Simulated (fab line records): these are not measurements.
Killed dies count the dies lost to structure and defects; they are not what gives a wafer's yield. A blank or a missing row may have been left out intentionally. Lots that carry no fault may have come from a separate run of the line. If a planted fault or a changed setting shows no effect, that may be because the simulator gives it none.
fab line records ; flow sky130 ; part 1 of 2: steps 1 to 25 of 35
record: lots: 5; wafers: 15; last-day: 50
route steps=708 shown LOCAL_INTERCONNECT@401 CONTACT@406 METAL1@434
lots untouched by any fault: they come from a run of this same line in which no faults occurred
start-h: the number of hours between the record's first day and the start of the first shown wafer of the lot ; wait-h: how many hours have passed since the lot's step before this one ; " the same as in the row above ; L1.1+2: one row covering several wafers at once ; - value missing, or start not given ; * or withheld: withheld ; < > ~ a bound
route shown NAME@n: a module of which the file shows steps, and the number in the route of the first ; usual: average and standard deviation across the fault-free wafers ; same: alike in all rows ; chamber/n: place in a boat ; sites: the reading at each site ; _std_site: the values' standard deviation ; _edge_site: inner sites' mean taken away from outer sites' mean ; radius-mm: for every site, how far away it sits from the centre of the wafer ; mask NAME#n: copy n ; behind: tool/chamber where the wafer was last shaped ; hold: why the lot was held/for how many hours/how that ended ; device: whichever transistor did not switch (one of n, p or np) ; end of line: tests of these same wafers at the route's end ; a step without rows: its recipe alone ; killed: the dies lost at the first sort to structure and to defects; this is not the yield of the wafer ; map: a wafer's dies, x killed, . not, _ none there
set.NAME: the setting the step ran with; set.NAME@STEP: the setting that earlier step ran with ; model.NAME: the simulator's own value behind a step, which no gauge read
lots at selected steps of the route; one table per step, one row per wafer
services: the hour from which a tool's chamber was out of use, counted from the record's first day as start-h (under 0 if before that day), plus the number of hours and why
== steps ==
step: SKY_LOCAL_INTERCONNECT_METAL_ETCH_14
recipe: target-depth-nm: 110; stop-on: PSG; chemistry: Cl2/BCl3; target: TiN; resist-sidewall-deg: 88; pressure-mtorr: 10; icp-w: 900; bias-w: 48.5; Cl2_flow_sccm: 60; bcl3-flow-sccm: 30; time-s: 31.4
usual: drypump-motor-current-A: 5.5/0.36; oes-product-au: 0.938/0.0065; rf-fwd-power-W: 887/5.2; throttle-valve-pct: 21.902/0.011
lot.wafer;tool;chamber;start-h;wait-h;drypump-motor-current-A;oes-product-au;rf-fwd-power-W;rf-hours-counter-h;throttle-valve-pct
L080.1;rie-metal-02;1;766.85;0.0;5.7;0.936;890;7;21.888
L080.3;rie-metal-02;0;766.85;0.0;4.8;0.941;888;-;21.908
L080.4;rie-metal-02;1;766.85;0.0;5.7;0.938;889;-;21.881
L088.2;rie-metal-04;1;821.50;0.0;5.8;0.936;883;12;21.886
L088.5;rie-metal-04;0;821.50;0.0;5.7;0.937;877;-;21.915
L088.6;rie-metal-04;1;821.50;0.0;5.8;0.943;884;-;21.900
L091.3;rie-metal-03;1;841.13;0.0;5.1;0.945;892;-;21.912
L091.5;rie-metal-03;0;841.13;0.0;5.5;0.947;885;-;21.902
L091.6;rie-metal-03;1;841.13;0.0;5.1;0.922;888;-;21.919
L093.1;rie-metal-03;1;857.33;0.0;5.1;0.943;894;7;21.917
L093.2;rie-metal-03;0;857.33;0.0;5.6;0.933;889;3;21.896
L093.3;rie-metal-03;0;857.33;0.0;5.5;0.937;887;-;21.899
L097.1;rie-metal-04;0;880.08;0.0;5.7;0.941;881;18;21.906
L097.5;rie-metal-04;0;880.08;0.0;5.7;0.933;883;-;21.914
L097.6;rie-metal-04;1;880.08;0.0;5.8;0.939;876;-;21.915
step: SKY_LOCAL_INTERCONNECT_STRIP_15
recipe: chemistry: O2/N2; power-w: 1400; pressure-mtorr: 1500; platen-temp-c: withheld; o2-flow-sccm: 3000; n2-flow-sccm: 300; overash-fraction: 0.5
usual: drypump-motor-current-A: 5.8/0.3; n2-flow-sccm: 300.1/0.89; oes-product-au: 0.427/0.0043; strip-time-to-endpoint-s: 4.719/0.024
lot.wafer;tool;chamber;start-h;wait-h;drypump-motor-current-A;n2-flow-sccm;oes-product-au;rf-hours-counter-h;strip-time-to-endpoint-s
L080.1;plasma-asher-04;0;766.90;0.0;5.8;301.2;0.427;95;4.726
L080.3;plasma-asher-04;0;766.90;0.0;5.8;299.4;0.424;-;4.729
L080.4;plasma-asher-04;1;766.90;0.0;6.4;299.9;0.424;-;4.742
L088.2;plasma-asher-04;0;821.55;0.0;5.8;300.4;0.426;100;4.682
L088.5;plasma-asher-04;1;821.55;0.0;6.4;299.3;0.425;-;4.707
L088.6;plasma-asher-04;0;821.55;0.0;5.7;300.9;0.425;-;4.711
L091.3;plasma-asher-01;0;841.20;0.1;5.5;299.9;0.429;-;4.728
L091.5;plasma-asher-01;0;841.20;0.1;5.5;299.3;0.422;-;4.717
L091.6;plasma-asher-01;1;841.20;0.1;5.4;300.2;0.424;-;4.713
L093.1;plasma-asher-02;1;857.38;0.0;5.9;300.2;0.422;11;4.724
L093.2;plasma-asher-02;0;857.38;0.0;5.8;301.2;0.426;11;4.717
L093.3;plasma-asher-02;1;857.38;0.0;5.9;301.4;0.430;-;4.740
L097.1;plasma-asher-01;0;880.13;0.0;5.5;299.7;0.428;47;4.701
L097.5;plasma-asher-01;1;880.13;0.0;5.4;299.1;0.422;-;4.692
L097.6;plasma-asher-01;0;880.13;0.0;5.4;300.2;0.419;-;4.687
step: SKY_LOCAL_INTERCONNECT_STRIP_16
recipe: chemistry: post-etch-residue-remover; time-s: 1200; temp-c: 72.5
usual: bath-heat-duty-pct: 14.8/2.2
lot.wafer;tool;chamber;start-h;wait-h;bath-heat-duty-pct
L080.1;wet-bench-04;3;767.00;0.1;15.6
L080.3;wet-bench-04;3;767.00;0.1;16.1
L080.4;wet-bench-04;3;767.00;0.1;16.1
L088.2;wet-bench-01;2;821.65;0.1;10.3
L088.5;wet-bench-01;2;821.65;0.1;9.8
L088.6;wet-bench-01;2;821.65;0.1;11.8
L091.3;wet-bench-01;2;841.27;0.0;11.2
L091.5;wet-bench-01;2;841.27;0.0;11.3
L091.6;wet-bench-01;2;841.27;0.0;10.9
L093.1;wet-bench-02;3;857.48;0.1;12.6
L093.2;wet-bench-02;3;857.48;0.1;12.1
L093.3;wet-bench-02;3;857.48;0.1;12.4
L097.1;wet-bench-02;1;880.23;0.1;18.9
L097.5;wet-bench-02;1;880.23;0.1;16.4
L097.6;wet-bench-02;1;880.23;0.1;16.9
step: SKY_LOCAL_INTERCONNECT_CLEAN_17
recipe: chemistry: IPA; time-s: 180; temp-c: 25
usual: bath-heat-duty-pct: 6.4/0.98
lot.wafer;tool;chamber;start-h;wait-h;bath-heat-duty-pct
L080.1;wet-bench-02;1;767.37;0.0;7.4
L080.3;wet-bench-02;1;767.37;0.0;7.5
L080.4;wet-bench-02;1;767.37;0.0;6.7
L088.2;wet-bench-04;0;822.02;0.0;5.7
L088.5;wet-bench-04;0;822.02;0.0;7.7
L088.6;wet-bench-04;0;822.02;0.0;6.9
L091.3;wet-bench-02;0;841.61;0.0;7.0
L091.5;wet-bench-02;0;841.61;0.0;7.1
L091.6;wet-bench-02;0;841.61;0.0;7.3
L093.1;wet-bench-01;0;857.89;0.0;7.6
L093.2;wet-bench-01;0;857.89;0.0;6.4
L093.3;wet-bench-01;0;857.89;0.0;6.4
L097.1;wet-bench-04;0;880.64;0.0;6.1
L097.5;wet-bench-04;0;880.64;0.0;7.7
L097.6;wet-bench-04;0;880.64;0.0;6.4
step: SKY_LOCAL_INTERCONNECT_CLEAN_18
recipe: chemistry: O3/DIW; dry: n2-spin
lot.wafer;tool;chamber;start-h;wait-h
L080.1+3+4;wet-bench-01;0;767.44;0.0
L088.2+5+6;wet-bench-01;3;822.08;0.0
L091.3+5+6;wet-bench-01;0;841.67;0.0
L093.1+2+3;wet-bench-04;3;857.95;0.0
L097.1+5+6;wet-bench-01;0;880.70;0.0
step: SKY_CONTACT_CVD_00
recipe: material: Si3N4; target-thk-nm: 75; temp-c: 400; time-s: withheld; rf-w: 450
usual: heater-power-w: 729/160; rf-fwd-power-W: 444.5/1.7
lot.wafer;tool;chamber;start-h;wait-h;heater-power-w;rf-fwd-power-W
L080.1;pecvd-03;0;767.54;0.0;813;441.9
L080.3;pecvd-03;2;767.54;0.0;608;446.2
L080.4;pecvd-03;0;767.54;0.0;808;441.2
L088.2;pecvd-03;0;822.18;0.0;805;441.7
L088.5;pecvd-03;1;822.18;0.0;641;441.6
L088.6;pecvd-03;2;822.18;0.0;613;445.2
L091.3;pecvd-01;1;841.76;0.0;673;445.0
L091.5;pecvd-01;2;841.76;0.0;886;444.2
L091.6;pecvd-01;1;841.76;0.0;670;446.9
L093.1;pecvd-03;1;858.04;0.0;633;442.4
L093.2;pecvd-03;2;858.04;0.0;615;444.5
L093.3;pecvd-03;0;858.04;0.0;806;443.6
L097.1;pecvd-01;0;880.79;0.0;685;446.8
L097.5;pecvd-01;1;880.79;0.0;621;443.5
L097.6;pecvd-01;2;880.79;0.0;886;445.4
step: SKY_CONTACT_THK_MEAS_01
recipe: reads: Si3N4_of_CONTACT_CVD_00
usual: CONTACT_CVD_00_THK: 75.2/0.96
lot.wafer;tool;chamber;start-h;wait-h;CONTACT_CVD_00_THK[nm]
L080.1;film-metro-04;-;767.57;-;75.3
L080.3;film-metro-04;-;767.57;-;74.7
L080.4;film-metro-04;-;767.57;-;76.7
L088.2;film-metro-01;-;822.22;-;76.5
L088.5;film-metro-01;-;822.22;-;76.6
L088.6;film-metro-01;-;822.22;-;75.4
L091.3;film-metro-04;-;841.81;-;74.5
L091.5;film-metro-04;-;841.81;-;74.4
L091.6;film-metro-04;-;841.81;-;75.5
L093.1;film-metro-01;-;858.08;-;73.5
L093.2;film-metro-01;-;858.08;-;72.5
L093.3;film-metro-01;-;858.08;-;74.7
L097.1;film-metro-04;-;880.82;-;74.8
L097.5;film-metro-04;-;880.82;-;76.2
L097.6;film-metro-04;-;880.82;-;74.9
step: SKY_CONTACT_HDPCVD_02
recipe: material: SiO2; target-thk-nm: 565; sigma-open-frac: 0.3; time-s: 94.2; temp-c: 600; sih4-flow-sccm: 60; pressure-mtorr: 6
usual: sih4-flow-sccm: 60.02/0.17
lot.wafer;tool;chamber;start-h;wait-h;sih4-flow-sccm
L080.1;hdpcvd-02;0;767.63;0.1;59.88
L080.3;hdpcvd-02;1;767.63;0.1;59.78
L080.4;hdpcvd-02;0;767.63;0.1;59.81
L088.2;hdpcvd-02;2;822.27;0.0;60.45
L088.5;hdpcvd-02;0;822.27;0.0;60.21
L088.6;hdpcvd-02;2;822.27;0.0;60.14
L091.3;hdpcvd-01;2;841.85;0.0;59.69
L091.5;hdpcvd-01;0;841.85;0.0;59.81
L091.6;hdpcvd-01;2;841.85;0.0;59.84
L093.1;hdpcvd-01;0;858.14;0.1;60.08
L093.2;hdpcvd-01;1;858.14;0.1;60.05
L093.3;hdpcvd-01;2;858.14;0.1;59.91
L097.1;hdpcvd-01;2;880.88;0.1;60.20
L097.5;hdpcvd-01;2;880.88;0.1;60.15
L097.6;hdpcvd-01;1;880.88;0.1;59.89
step: SKY_CONTACT_THK_MEAS_03
recipe: reads: SiO2_of_CONTACT_HDPCVD_02
usual: CONTACT_HDPCVD_THK: 565/7.1
lot.wafer;tool;chamber;start-h;wait-h;CONTACT_HDPCVD_THK[nm]
L080.1;film-metro-01;-;767.70;0.0;557
L080.3;film-metro-01;-;767.70;0.0;559
L080.4;film-metro-01;-;767.70;0.0;552
L088.2;film-metro-02;-;822.35;0.0;569
L088.5;film-metro-02;-;822.35;0.0;554
L088.6;film-metro-02;-;822.35;0.0;574
L091.3;film-metro-01;-;841.94;0.1;568
L091.5;film-metro-01;-;841.94;0.1;554
L091.6;film-metro-01;-;841.94;0.1;566
L093.1;film-metro-04;-;858.24;0.1;567
L093.2;film-metro-04;-;858.24;0.1;565
L093.3;film-metro-04;-;858.24;0.1;571
L097.1;film-metro-01;-;880.95;0.0;584
L097.5;film-metro-01;-;880.95;0.0;582
L097.6;film-metro-01;-;880.95;0.0;567
step: SKY_CONTACT_CMP_04
recipe: material: SiO2; down-force-psi: 4; platen-rpm: 60; pad-velocity-m-s: 0.94248
usual: motor-current-A: 11.9/1.3; slurry-flow-ml-min: 150.0/0.47; time-to-endpoint-s: 84/5.5
lot.wafer;tool;chamber;start-h;wait-h;motor-current-A;slurry-flow-ml-min;time-to-endpoint-s
L080.3;cmp-01;2;767.76;0.0;11.1;150.8;79
L080.1;cmp-01;3;767.76;0.0;12.6;150.7;77
L080.4;cmp-01;1;767.76;0.0;11.5;149.6;73
L088.2;cmp-01;2;822.40;0.0;11.1;149.3;87
L088.5;cmp-01;2;822.40;0.0;10.9;149.3;80
L088.6;cmp-01;3;822.40;0.0;12.6;149.7;81
L091.3;cmp-01;2;842.08;0.1;12.1;149.5;88
L091.6;cmp-01;0;842.08;0.1;11.7;149.7;84
L091.5;cmp-01;1;842.08;0.1;11.3;150.2;77
L093.3;cmp-02;1;858.54;0.3;13.1;150.5;90
L093.1;cmp-02;2;858.54;0.3;9.8;150.3;78
L093.2;cmp-02;0;858.54;0.3;12.7;150.6;89
L097.1;cmp-02;3;881.01;0.1;11.3;150.2;90
L097.6;cmp-02;3;881.01;0.1;11.2;149.8;84
L097.5;cmp-02;0;881.01;0.1;12.5;149.7;98
step: SKY_CONTACT_BOW_MEAS_05
recipe: mode: bow
usual: CONTACT_BOW: 80/6.9
lot.wafer;tool;chamber;start-h;wait-h;CONTACT_BOW[um]
L080.1;film-metro-02;-;768.06;0.2;78
L080.3;film-metro-02;-;768.06;0.2;83
L080.4;film-metro-02;-;768.06;0.2;77
L088.2;film-metro-01;-;822.72;0.3;78
L088.5;film-metro-01;-;822.72;0.3;85
L088.6;film-metro-01;-;822.72;0.3;91
L091.3;film-metro-04;-;842.32;0.2;90
L091.5;film-metro-04;-;842.32;0.2;90
L091.6;film-metro-04;-;842.32;0.2;85
L093.1;film-metro-04;-;858.84;0.2;79
L093.2;film-metro-04;-;858.84;0.2;88
L093.3;film-metro-04;-;858.84;0.2;84
L097.1;film-metro-04;-;881.31;0.2;72
L097.5;film-metro-04;-;881.31;0.2;87
L097.6;film-metro-04;-;881.31;0.2;85
step: SKY_CONTACT_DEHYDRATE_06
recipe: temp-c: 200; time-s: 60
lot.wafer;tool;chamber;start-h;wait-h
L080.1+3+4;litho-track-02;0;781.00;12.9
L088.2+5+6;litho-track-03;0;835.25;12.5
L091.3+5+6;litho-track-02;0;855.40;13.1
L093.1+2+3;litho-track-03;0;871.03;12.2
L097.1+5+6;litho-track-02;0;892.05;10.7
step: SKY_CONTACT_HMDS_07
recipe: prime-time-s: 60; prime-temp-c: 120
lot.wafer;tool;chamber;start-h;wait-h
L080.1+3+4;litho-track-02;0;781.15;0.1
L088.2+5+6;litho-track-03;0;835.40;0.1
L091.3+5+6;litho-track-02;0;855.55;0.1
L093.1+2+3;litho-track-03;0;871.18;0.1
L097.1+5+6;litho-track-02;0;892.20;0.1
step: SKY_CONTACT_COAT_08
recipe: resist: BARC; temp-c: withheld; time-s: withheld; spin-rpm: 3000; resist-thk-nm: 60
lot.wafer;tool;chamber;start-h;wait-h
L080.1+3+4;litho-track-02;0;781.30;0.1
L088.2+5+6;litho-track-03;0;835.55;0.1
L091.3+5+6;litho-track-02;0;855.70;0.1
L093.1+2+3;litho-track-03;0;871.33;0.1
L097.1+5+6;litho-track-02;0;892.35;0.1
step: SKY_CONTACT_COAT_09
recipe: resist: KrF-thick; spin-rpm: 3000; resist-thk-nm: 450
lot.wafer;tool;chamber;start-h;wait-h
L080.1+3+4;litho-track-02;0;-;-
L088.2+5+6;litho-track-03;0;-;-
L091.3+5+6;litho-track-02;0;-;-
L093.1+2+3;litho-track-03;0;-;-
L097.1+5+6;litho-track-02;0;-;-
step: SKY_CONTACT_SOFTBAKE_10
recipe: temp-c: 100; time-s: 90; resist: KrF-thick
lot.wafer;tool;chamber;start-h;wait-h
L080.1+3+4;litho-track-02;0;-;-
L088.2+5+6;litho-track-03;0;-;-
L091.3+5+6;litho-track-02;0;-;-
L093.1+2+3;litho-track-03;0;-;-
L097.1+5+6;litho-track-02;0;-;-
step: SKY_CONTACT_EXPOSE_11
recipe: mask-id: CTM1; na: 0.8; source-shape: annular; sigma-inner: 0.55; sigma-outer: 0.85; target-cd-nm: 170; dose-mj: 38
same: sigma-outer: 0.85
lot.wafer;tool;chamber;start-h;wait-h;mask
L080.1+3+4;krf-scanner-01;0;-;-;CTM1#0
L088.2+5+6;krf-scanner-02;0;-;-;CTM1#0
L091.3+5+6;krf-scanner-01;0;-;-;CTM1#0
L093.1+2+3;krf-scanner-02;0;-;-;CTM1#0
L097.1+5+6;krf-scanner-02;0;-;-;CTM1#0
step: SKY_CONTACT_PEB_12
recipe: peb-temp-c: withheld; peb-time-s: withheld; resist: KrF-thick
lot.wafer;tool;chamber;start-h;wait-h
L080.1+3+4;litho-track-02;0;-;-
L088.2+5+6;litho-track-03;0;-;-
L091.3+5+6;litho-track-03;0;-;-
L093.1+2+3;litho-track-01;0;-;-
L097.1+5+6;litho-track-03;0;-;-
step: SKY_CONTACT_DEVELOP_13
recipe: develop-time-s: 60; resist: KrF-thick; dev-temp-c: 21
lot.wafer;tool;chamber;start-h;wait-h
L080.1+3+4;litho-track-02;0;-;-
L088.2+5+6;litho-track-03;0;-;-
L091.3+5+6;litho-track-03;0;-;-
L093.1+2+3;litho-track-01;0;-;-
L097.1+5+6;litho-track-03;0;-;-
step: SKY_CONTACT_CD_MEAS_14
recipe: target-cd-nm: 170
usual: cd-nm: 170.0/1.5
lot.wafer;tool;chamber;start-h;wait-h;cd-nm
L080.1;cd-sem-02;-;794.95;-;168.1
L080.3;cd-sem-02;-;794.95;-;169.9
L080.4;cd-sem-02;-;794.95;-;169.7
L088.2;cd-sem-02;-;849.05;-;169.5
L088.5;cd-sem-02;-;849.05;-;169.6
L088.6;cd-sem-02;-;849.05;-;170.0
L091.3;cd-sem-01;-;869.07;-;170.2
L091.5;cd-sem-01;-;869.07;-;171.5
L091.6;cd-sem-01;-;869.07;-;169.0
L093.1;cd-sem-02;-;884.41;-;170.4
L093.2;cd-sem-02;-;884.41;-;171.0
L093.3;cd-sem-02;-;884.41;-;170.3
L097.1;cd-sem-01;-;906.38;-;171.4
L097.5;cd-sem-01;-;906.38;-;170.7
L097.6;cd-sem-01;-;906.38;-;169.3
step: SKY_CONTACT_OVL_MEAS_15
usual: CONTACT_OVL: 4/6.1
lot.wafer;tool;chamber;start-h;wait-h;CONTACT_OVL[nm]
L080.1;overlay-02;-;795.07;0.1;10
L080.3;overlay-02;-;795.07;0.1;12
L080.4;overlay-02;-;795.07;0.1;-4
L088.2;overlay-01;-;849.15;0.1;11
L088.5;overlay-01;-;849.15;0.1;-1
L088.6;overlay-01;-;849.15;0.1;10
L091.3;overlay-02;-;869.16;0.1;-4
L091.5;overlay-02;-;869.16;0.1;-5
L091.6;overlay-02;-;869.16;0.1;3
L093.1;overlay-01;-;884.53;0.1;8
L093.2;overlay-01;-;884.53;0.1;-8
L093.3;overlay-01;-;884.53;0.1;-4
L097.1;overlay-02;-;906.50;0.1;-4
L097.5;overlay-02;-;906.50;0.1;5
L097.6;overlay-02;-;906.50;0.1;-4
step: SKY_CONTACT_ETCH_16
recipe: chemistry: N2/H2; target: BARC; ion-energy-ev: 200; source-w: 500; bias-w: 100; pressure-mtorr: 30; n2-flow-sccm: 100; h2-flow-sccm: 200; stop-on: SiO2; time-s: 45.9; target-depth-a: 600
usual: drypump-motor-current-A: 6.0/0.36; n2-flow-sccm: 100.02/0.28; oes-product-au: 0.854/0.0047; rf-fwd-power-W: 495.4/2.1; throttle-valve-pct: 13.226/0.0082
lot.wafer;tool;chamber;start-h;wait-h;drypump-motor-current-A;n2-flow-sccm;oes-product-au;rf-fwd-power-W;rf-hours-counter-h;throttle-valve-pct
L080.1;rie-diel-01;1;795.10;0.0;6.6;100.33;0.859;499.8;9;13.210
L080.3;rie-diel-01;3;795.10;0.0;5.8;99.99;0.859;497.0;11;13.228
L080.4;rie-diel-01;2;795.10;0.0;6.5;99.45;0.858;492.8;23;13.225
L088.2;rie-diel-04;2;849.18;0.0;5.6;99.96;0.859;495.6;14;13.232
L088.5;rie-diel-04;2;849.18;0.0;5.6;100.61;0.849;497.6;-;13.228
L088.6;rie-diel-04;3;849.18;0.0;5.9;100.13;0.857;495.3;-;13.224
L091.3;rie-diel-04;2;869.18;0.0;5.6;99.73;0.851;497.8;14;13.231
L091.5;rie-diel-04;3;869.18;0.0;5.9;100.32;0.859;491.9;-;13.234
L091.6;rie-diel-04;2;869.18;0.0;5.6;99.78;0.861;496.4;-;13.224
L093.1;rie-diel-03;2;884.57;0.0;5.8;100.43;0.854;490.9;11;13.230
L093.2;rie-diel-03;3;884.57;0.0;6.2;100.02;0.856;496.5;7;13.243
L093.3;rie-diel-03;1;884.57;0.0;5.9;99.83;0.859;494.5;15;13.223
L097.1;rie-diel-03;2;906.53;0.0;5.8;99.62;0.859;492.1;11;13.229
L097.5;rie-diel-03;0;906.53;0.0;5.5;99.72;0.857;492.8;-;13.226
L097.6;rie-diel-03;3;906.53;0.0;6.2;99.99;0.863;496.7;-;13.220
step: SKY_CONTACT_ETCH_17
recipe: target: SiO2; chemistry: C4F8/O2/Ar; stop-on: Si3N4; mask-material: KrF-thick; source-w: 1500; bias-w: 1200; pressure-mtorr: 40; c4f8-flow-sccm: withheld; O2_flow_sccm: 6; Ar_flow_sccm: 300; time-s: withheld; target-depth-a: 3400
usual: oes-product-au: 0.891/0.0053; rf-fwd-power-W: 1489/5
lot.wafer;tool;chamber;start-h;wait-h;oes-product-au;rf-fwd-power-W
L080.1;rie-diel-01;1;795.15;0.0;0.887;1496
L080.3;rie-diel-01;3;795.15;0.0;0.887;1500
L080.4;rie-diel-01;2;795.15;0.0;0.891;1479
L088.2;rie-diel-04;2;849.23;0.0;0.895;1492
L088.5;rie-diel-04;2;849.23;0.0;0.894;1493
L088.6;rie-diel-04;3;849.23;0.0;0.893;1485
L091.3;rie-diel-04;2;869.23;0.0;0.896;1490
L091.5;rie-diel-04;3;869.23;0.0;0.889;1486
L091.6;rie-diel-04;2;869.23;0.0;0.893;1501
L093.1;rie-diel-03;2;884.61;0.0;0.893;1477
L093.2;rie-diel-03;3;884.61;0.0;0.883;1483
L093.3;rie-diel-03;1;884.61;0.0;0.897;1482
L097.1;rie-diel-03;2;906.58;0.0;0.884;1487
L097.5;rie-diel-03;0;906.58;0.0;0.891;1485
L097.6;rie-diel-03;3;906.58;0.0;0.887;1493
step: SKY_CONTACT_ETCH_18
recipe: target: Si3N4; chemistry: CHF3/O2; stop-on: TiN; source-w: 600; bias-w: 200; pressure-mtorr: 40; chf3-flow-sccm: 50; O2_flow_sccm: 5; time-s: 39; target-depth-a: 750
usual: chf3-flow-sccm: 50.02/0.14; drypump-motor-current-A: 6.0/0.36; oes-product-au: 0.856/0.0081; rf-fwd-power-W: 594.0/2.7; throttle-valve-pct: 8.794/0.0099
lot.wafer;tool;chamber;start-h;wait-h;chf3-flow-sccm;drypump-motor-current-A;oes-product-au;rf-fwd-power-W;rf-hours-counter-h;throttle-valve-pct
L080.1;rie-diel-01;1;-;-;50.17;6.6;0.854;596.5;9;8.800
L080.3;rie-diel-01;3;-;-;50.09;5.8;0.855;592.5;11;8.805
L080.4;rie-diel-01;2;-;-;50.07;6.5;0.861;593.9;23;8.784
L088.2;rie-diel-04;2;-;-;49.93;5.6;0.863;592.6;14;8.803
L088.5;rie-diel-04;2;-;-;49.91;5.5;0.865;592.2;-;8.812
L088.6;rie-diel-04;3;-;-;50.08;5.9;0.861;591.5;-;8.812
L091.3;rie-diel-04;2;-;-;50.25;5.6;0.853;595.8;15;8.788
L091.5;rie-diel-04;3;-;-;50.11;5.9;0.843;591.0;-;8.802
L091.6;rie-diel-04;2;-;-;50.02;5.5;0.853;596.8;-;8.793
L093.1;rie-diel-03;2;-;-;50.04;5.8;0.838;588.4;11;8.780
L093.2;rie-diel-03;3;-;-;49.97;6.2;0.837;596.3;7;8.790
L093.3;rie-diel-03;1;-;-;49.99;6.0;0.851;597.1;15;8.780
L097.1;rie-diel-03;2;-;-;50.29;5.8;0.857;589.9;11;8.786
L097.5;rie-diel-03;0;-;-;49.97;5.5;0.862;593.6;-;8.797
L097.6;rie-diel-03;3;-;-;49.89;6.2;0.852;595.0;-;8.788
step: SKY_CONTACT_STRIP_19
recipe: chemistry: O2/N2; power-w: 1400; pressure-mtorr: 1500; platen-temp-c: withheld; o2-flow-sccm: 3000; n2-flow-sccm: 300; overash-fraction: 0.5
usual: drypump-motor-current-A: 5.8/0.34; n2-flow-sccm: 299.9/0.86; oes-product-au: 0.381/0.0052; strip-time-to-endpoint-s: 3.618/0.03
lot.wafer;tool;chamber;start-h;wait-h;drypump-motor-current-A;n2-flow-sccm;oes-product-au;rf-hours-counter-h;strip-time-to-endpoint-s
L080.1;plasma-asher-04;1;795.24;-;6.4;299.8;0.377;97;3.627
L080.3;plasma-asher-04;1;795.24;-;6.3;300.0;0.385;-;3.595
L080.4;plasma-asher-04;0;795.24;-;5.8;299.1;0.390;-;3.621
L088.2;plasma-asher-04;1;849.32;-;6.4;299.1;0.375;103;3.603
L088.5;plasma-asher-04;1;849.32;-;6.4;298.5;0.383;-;3.599
L088.6;plasma-asher-04;0;849.32;-;5.8;300.9;0.383;-;3.617
L091.3;plasma-asher-04;0;869.35;-;5.8;299.5;0.384;-;3.586
L091.5;plasma-asher-04;1;869.35;-;6.4;300.8;0.377;-;3.579
L091.6;plasma-asher-04;0;869.35;-;5.7;299.7;0.380;-;3.578
L093.1;plasma-asher-04;1;884.70;-;6.4;298.9;0.386;107;3.573
L093.2;plasma-asher-04;0;884.70;-;5.7;300.8;0.386;107;3.572
L093.3;plasma-asher-04;0;884.70;-;5.8;300.5;0.376;-;3.572
L097.1;plasma-asher-04;1;906.67;-;6.3;299.3;0.380;109;3.655
L097.5;plasma-asher-04;1;906.67;-;6.4;298.3;0.375;-;3.628
L097.6;plasma-asher-04;0;906.67;-;5.8;301.5;0.375;-;3.616
